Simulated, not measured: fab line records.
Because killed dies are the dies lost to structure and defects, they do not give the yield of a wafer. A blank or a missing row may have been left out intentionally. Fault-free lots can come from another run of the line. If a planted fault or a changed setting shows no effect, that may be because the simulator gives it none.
Which tool did it? ; flow gf180mcu ; at 1 step of a route of 602, 7 lots with 21 wafers sampled

WHAT EACH GAUGE READ, for each wafer
GF_SALICIDE_RS_MEAS_04: uses a four-point probe to measure.
lot;measured;on;SALICIDE_TIN_RS (ohm/sq)
L562;day 15 13:56;filmMetro-01;16.3 16.1 16.2
L565;day 16 17:03;filmMetro-02;16.7 16.6 16.7
L567;day 17 08:57;filmMetro-01;16.6 16.7 16.6
L569;day 18 03:27;filmMetro-02;16.1 16.5 16.0
L573;day 19 09:22;filmMetro-03;15.7 15.8 15.9
L577;day 20 15:41;filmMetro-02;16.5 16.4 16.4
L584;day 23 15:53;filmMetro-03;16.1 16.2 15.9

WHAT TOOL EACH LOT RAN ON (gives the tool, then ch and the chambers of the sampled wafers, and finally the start)
There is no process step in the record ahead of these readings.

THE ANSWER, worked out from the rows above alone
Rule: the lots themselves supply what counts as usual. The widest of any qualifying gaps counts: lots, ordered by their means at a reading, are off when they make up no more than a third of the lots, leave a main group of 4 or more, and stand apart from it by 3 or more times the standard deviation of that group's means. A main group is skipped when, at the precision printed for the reading in the tables above, its means are all equal. A lot without any number at a reading at which 4 lots or more have one is off too. Where the step has rows for the other lots, those lots are counted as sound.
Across all readings shown, no lot is off: no conclusion can be drawn from this.

WHAT THE SIMULATOR PUT IN
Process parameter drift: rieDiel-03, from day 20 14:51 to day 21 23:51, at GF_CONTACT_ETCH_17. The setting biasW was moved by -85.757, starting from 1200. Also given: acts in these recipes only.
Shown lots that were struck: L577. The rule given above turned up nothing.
